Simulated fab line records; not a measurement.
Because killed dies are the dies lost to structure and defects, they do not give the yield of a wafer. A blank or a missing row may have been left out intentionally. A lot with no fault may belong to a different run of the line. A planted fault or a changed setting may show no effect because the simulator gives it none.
Comparing a struck lot with a sound one | flow sky130 | 14 steps out of a route of 708
Sound: these wafers, L375.1, L375.3, L375.4. Wafers L369.1, L369.2, L369.3 were the ones struck. At the end, the cause is stated.
At each step with rows: each side's tool, then ch and its chambers, then its first start. Under that, the readings that differ: sound wafers | struck wafers | difference of the means | sigmas: that difference in standard deviations of wafers without a fault.
alike: readings whose means differ by less than 2 such deviations, and words and numbers that are the same on both sides. not compared: withheld readings, readings that some wafer has no value for, bounds like >300 that may hide the same value, and numbers for which the record gives no deviation and whose values overlap.
A row with sigmas, a row that says differs or no value, or rows on one side alone: a step with any of these is where the two part. When numbers do not overlap yet have no deviation, they are printed without sigmas and do not part them. A reading missing from all wafers of one side parts the sides only when that side holds two or more wafers.

SKY_SD_N_RS_MEAS_18: measurement is done with a four-point probe.
  sound on filmMetro-02, day 34 04:16; struck on filmMetro-04, day 32 17:16
  alike: RES_XHIGH_RS
then, 2 steps without rows for these wafers: SKY_SALICIDE_CLEAN_00 (cleans in HF-last, time 30 s); SKY_LI_CONTACT_HDPCVD_00 (deposits PSG, target thk 930 nm, time 155 s).
SKY_LI_CONTACT_THK_MEAS_01:
  sound on filmMetro-04, day 34 04:31; struck on filmMetro-02, day 32 17:34
  alike: LI_CONTACT_HDPCVD_THK
SKY_LI_CONTACT_CMP_02: polishes PSG.
  sound on cmp-02 ch 1,2,3, day 34 04:37; struck on cmp-01 ch 0,1,2, day 32 17:37
  alike: motorCurrentA, timeToEndpointS
SKY_LI_CONTACT_BOW_MEAS_03:
  sound on filmMetro-03, day 34 04:52; struck on filmMetro-04, day 32 17:55
  alike: LI_CONTACT_BOW
then, 6 steps without rows for these wafers: SKY_LI_CONTACT_DEHYDRATE_04 (time 60 s); SKY_LI_CONTACT_HMDS_05 (prime time 60 s); SKY_LI_CONTACT_COAT_06 (resist thk 60 nm); SKY_LI_CONTACT_COAT_07 (resist thk 450 nm); SKY_LI_CONTACT_SOFTBAKE_08 (time 90 s); SKY_LI_CONTACT_EXPOSE_09 (exposes mask LICM1, target cd 170 nm).
SKY_LI_CONTACT_PEB_10:
  struck on lithoTrack-01, day 33 21:00; sound on lithoTrack-02 ch 0, day 35 07:00
reading        | sound          | struck | difference                    | sigmas
exhaustPa (Pa) | 44.2 43.2 45.6 | - - -  | no value on the struck wafers | 
  not compared: chillPlateTempC
then, 1 step without rows for these wafers: SKY_LI_CONTACT_DEVELOP_11 (develop time 60 s).

## WHERE THEY PART
SKY_LI_CONTACT_PEB_10 only, going by this record.

WHY: what had been put in by the simulator
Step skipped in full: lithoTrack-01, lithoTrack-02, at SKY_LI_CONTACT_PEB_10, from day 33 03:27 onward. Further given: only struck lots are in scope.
